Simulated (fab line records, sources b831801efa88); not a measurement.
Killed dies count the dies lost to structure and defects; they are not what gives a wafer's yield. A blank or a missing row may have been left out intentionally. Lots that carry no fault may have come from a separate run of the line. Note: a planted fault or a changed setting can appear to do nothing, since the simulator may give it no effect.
Code-filled problem report in 8D (eight disciplines) form | flow sfq_line | the parts of the form that need people (team, actions taken, sign-off) are left out

1. PROBLEM STATEMENT
thk_nm at SFQ_TRILAYER_I3_METRO_MEASURE_083 reads a mean of 220.7 nm on 2 wafers of 2 lots; wafers without a fault read 200.2 nm with a standard deviation of 1.1. Measured from the usual mean, that is +19 standard deviations.
Seen first at day 38 01:11 on film_metro-03, wafer L974.4. Wafers with a number at this step in the record: 41, from 14 lots. Rule for "out", or "out of limits": more than 4 standard deviations from the usual mean. All remaining wafers that have a number are taken as sound.

2. WHAT IT IS; WHAT IT IS NOT
question                    | is                           | is not
which readings at this step | thk_nm                       | -
which lots                  | L974, L977                   | L966, L967, L969, L980, L981, L983, L984, L985, L986, L987, L988, L989
which wafers of those lots  | L974.4, L977.5               | L974.3, L977.2, L977.6
read on which tools         | film_metro-03, film_metro-04 | film_metro-01
when                        | from day 38 01:11            | up to then (10 sound wafers); but 29 sound wafers of L977, L980, L981, L983, L984, L985, L986, L987, L988, L989 came after

3. WHAT RULES OUT EACH SUSPECT
Counting: any tool at a process step up to the reading remains a suspect provided it ran every lot that is out. Sound lots after the first of them don't rule it out here, since some wafers of a struck lot are sound.
- cmp-01 at SFQ_TRILAYER_I3_CMP_CMP_082 (polishes SiO2): kept. It ran every lot that is out, first L974 (day 37 19:17); its last sound lot up to then is L966 (day 35 19:17).
- Within cmp-01 at SFQ_TRILAYER_I3_CMP_CMP_082: the wafers that are out ran in chambers 1, 2; their sound lot-mates ran in chamber 0.
Remaining after the count: cmp-01 at SFQ_TRILAYER_I3_CMP_CMP_082.

4. THE CAUSE (what the simulator had put in)
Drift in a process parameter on cmp-01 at SFQ_TRILAYER_I3_CMP_CMP_082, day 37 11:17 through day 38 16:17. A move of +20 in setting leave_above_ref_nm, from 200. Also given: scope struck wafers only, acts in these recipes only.
Only this tool survived the counting.

5. THE CHAIN OF EFFECTS, in route order
One row per reading whose mean, taken over the struck wafers that have a number, lies over 3 standard deviations from the usual. Scope: only readings with a usual standard deviation given in the record; hours: median across lots of the time from each lot's start at the first step in this table that gives one to its start at this step; sigmas: change in usual standard deviations.
hours | step                                  | reading        | usual      | on struck wafers | change | sigmas
0     | SFQ_TRILAYER_I3_METRO_MEASURE_083     | thk_nm         | 200.2 nm   | 220.7            | +20.5  | +19
106   | SFQ_TRILAYER_I3_VIA_ETCH_VIA_ETCH_088 | oes_product_au | 0.855 a.u. | 0.901            | +0.046 | +8.9
It contains these process steps:
- SFQ_TRILAYER_I3_METRO_MEASURE_083
- SFQ_TRILAYER_I3_VIA_ETCH_VIA_ETCH_088: etches SiO2 in CHF3, stops on Nb, target depth 260 nm.

6. HOW IT WOULD HAVE BEEN CAUGHT EARLIER
First out-of-limits reading in this record: day 38 01:11, which is 14 hours after fault onset at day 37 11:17.
Of the tool readings at SFQ_TRILAYER_I3_CMP_CMP_082 for which the record gives a usual standard deviation, none was out on any struck wafer, so an alarm limit of 4 standard deviations on them would not have fired.
L977, from the lots that are out (2), started SFQ_TRILAYER_I3_CMP_CMP_082 on cmp-01 later than day 38 01:11. Holding the tool at that time would have saved it.
